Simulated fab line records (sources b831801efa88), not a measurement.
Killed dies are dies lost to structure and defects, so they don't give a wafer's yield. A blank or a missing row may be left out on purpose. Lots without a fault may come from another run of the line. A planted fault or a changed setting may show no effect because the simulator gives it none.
2 desks looking at one fault    flow gf180mcu    each desk holds nothing but its own numbers, with what lay behind them at the end

== AT THE TOOL OWNER'S DESK: implanter-04 ==
GF_MVPSD_IMPLANT_09, tool's own readings: per-lot mean of the sampled wafers with a number, covering each lot this tool ran. Marked OUT: a lot whose mean sits more than 4 standard deviations from the usual mean, which makes it out of limits; the brackets give that distance.
Columns: A = tilt-deg at GF_MVPSD_IMPLANT_09, usual 0.003 degrees
lot   first seen here  A
L356  day 5 06:21      -0.016
L357  day 5 10:38      -0.029
L358  day 5 19:32      0.019
L360  day 6 05:45      0.036
L365  day 7 13:46      -0.015
L366  day 7 20:39      -0.009
This desk found nothing out of limits on any of the 6 lots.

== METROLOGY DESK ==
What the gauges read for every lot (on any tool): the sampled wafers with a number, averaged. Marked OUT: a lot whose mean sits more than 4 standard deviations from the usual mean, which makes it out of limits; the brackets give that distance.
Columns: A = MVPSD_RS at GF_VT_IMPLANT_RS_MEAS_49, usual 1168.1 ohm/sq; B = DUAL_GATE_OVL at GF_DUAL_GATE_OVL_MEAS_11, usual 0.1 nm; C = POLY_GATE_CVD_00_THK at GF_POLY_GATE_THK_MEAS_01, usual 199.8 nm
lot   first seen here  A                  B     C
L355  day 7 13:01      1171.1             -0.4  197.7
L356  day 7 19:49      1170.0             1.6   201.7
L357  day 8 01:14      1169.9             0.6   200.2
L358  day 8 11:18      1167.1             -0.5  201.6
L359  day 8 14:39      1170.2             0.6   198.4
L360  day 8 22:19      1168.3             -0.1  201.8
L361  day 9 05:08      1165.9             -1.5  199.7
L365  day 10 09:40     1176.8             0.6   200.4
L366  day 10 15:47     1183.4 (+5.7) OUT  2.6   198.8
L370  day 11 20:33     1166.8             0.5   197.6
L373  day 12 13:19     1168.9             1.5   200.2
L374  day 12 20:53     1166.4             -0.8  199.5
L376  day 13 08:21     1165.5             0.3   204.0
L378  day 14 00:23     1168.2             -1.9  195.5
Per this desk, out of limits: L366; the first was L366, day 10 15:47 (MVPSD_RS at GF_VT_IMPLANT_RS_MEAS_49). Within limits: L355, L356, L357, L358, L359, L360, L361, L365, L370, L373, L374, L376, L378.

== ALL TOGETHER ==
On L366, the metrology desk was in a position to raise an alarm at day 10 15:47.
The desk of the tool owner found nothing out of limits.
Tool owner's desk: L366 on record, inside its limits.
All the named lots went through GF_MVPSD_IMPLANT_09 on implanter-04.

== WHAT THE SIMULATOR HAD INSERTED ==
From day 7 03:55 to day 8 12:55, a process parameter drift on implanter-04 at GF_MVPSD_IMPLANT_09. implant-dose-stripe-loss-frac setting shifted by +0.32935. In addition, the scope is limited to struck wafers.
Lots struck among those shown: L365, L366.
Time in hours between the start of the fault and the first out-of-limits reading at each desk: metrology desk, 84.
